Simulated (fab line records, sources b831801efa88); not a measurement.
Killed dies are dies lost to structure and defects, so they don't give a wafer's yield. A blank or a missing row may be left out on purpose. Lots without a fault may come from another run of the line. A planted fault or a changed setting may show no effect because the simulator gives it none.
A struck lot beside a sound one | flow gf180mcu | 15 steps out of a route of 602
Sound: wafers L330.2, L330.5, L330.6. Struck: wafers L333.2, L333.3, L333.4. The cause comes at the end.
At each step with rows: each side's tool, then ch and its chambers, then its first start. Under that, the readings that differ: sound wafers | struck wafers | difference of the means | sigmas: that difference in standard deviations of wafers without a fault.
alike: readings whose means differ by less than 2 such deviations, and words and numbers that are the same on both sides. not compared: withheld readings, readings that some wafer has no value for, bounds like >300 that may hide the same value, and numbers for which the record gives no deviation and whose values overlap.
The two part at a step that has a row with sigmas, a row that says differs or no value, or rows on one side only. Numbers that don't overlap but have no deviation are shown without sigmas and don't part them. A reading that every wafer of one side lacks parts them only if that side has two wafers or more.

first, 4 steps without rows for these wafers: GF_V4_SOFTBAKE_10 (time 60 s); GF_V4_EXPOSE_11 (exposes mask Via4, target cd 260 nm); GF_V4_PEB_12 (peb time 90 s); GF_V4_DEVELOP_13 (develop time 60 s).
GF_V4_CD_MEAS_14: target cd 260 nm.
  sound on cd_sem-02, day 24 08:46; struck on cd_sem-01, day 25 13:34
  alike: cd_nm
GF_V4_OVL_MEAS_15:
  sound on overlay-01, day 24 08:53; struck on overlay-02, day 25 13:41
  alike: V4_OVL
GF_V4_ETCH_16: etches BARC in N2/H2.
  sound on rie_diel-02 ch 0,2,3, day 24 08:55; struck on rie_diel-02 ch 1,2,3, day 25 13:43
  alike: drypump_motor_current_A, n2_flow_sccm, oes_product_au, throttle_valve_pct
GF_V4_ETCH_17: etches SiO2 in C4F8/O2/Ar, stops on TiN, target depth 630 nm.
  sound on rie_diel-02 ch 0,2,3; struck on rie_diel-02 ch 1,2,3
  alike: oes_product_au
GF_V4_STRIP_18: strips in O2/N2.
  sound on plasma_asher-01 ch 0,1, day 24 09:02; struck on plasma_asher-01 ch 0,1, day 25 13:50
  alike: drypump_motor_current_A, heater_power_w, n2_flow_sccm, oes_product_au
  not compared: rf_hours_counter_h
then, 2 steps without rows for these wafers: GF_V4_STRIP_19 (strips in post etch residue remover, time 1200 s); GF_V4_CLEAN_20 (cleans in DIW).
GF_V4_SPUTTER_21: material Ti, target thk 15 nm, time 80.02 s.
  sound on pvd_sputter-01, day 24 09:37; struck on pvd_sputter-01, day 25 14:23
  alike: throttle_valve_pct
GF_V4_SPUTTER_22: material TiN, target thk 10 nm, time 40 s.
  sound on pvd_sputter-01, day 24 09:40; struck on pvd_sputter-01, day 25 14:26
  reading                                | sound             | struck            | difference | sigmas
  model.TiN_of_V4_SPUTTER_22.thk_nm (nm) | 10.09 10.25 10.13 | 19.35 19.21 19.24 | +9.11      |
  alike: throttle_valve_pct
GF_V4_CVD_23: deposits W, target thk 350 nm, time 104.9 s.
  sound on cvd_w-01 ch 0,1, day 24 09:43; struck on cvd_w-02 ch 0,1, day 25 14:29
  alike: heater_power_w
then, 1 step without rows for these wafers: GF_PASSIVATION_PROBE_99.

WHERE THEY PART
Nowhere in this record.

WHY: what the simulator had put in
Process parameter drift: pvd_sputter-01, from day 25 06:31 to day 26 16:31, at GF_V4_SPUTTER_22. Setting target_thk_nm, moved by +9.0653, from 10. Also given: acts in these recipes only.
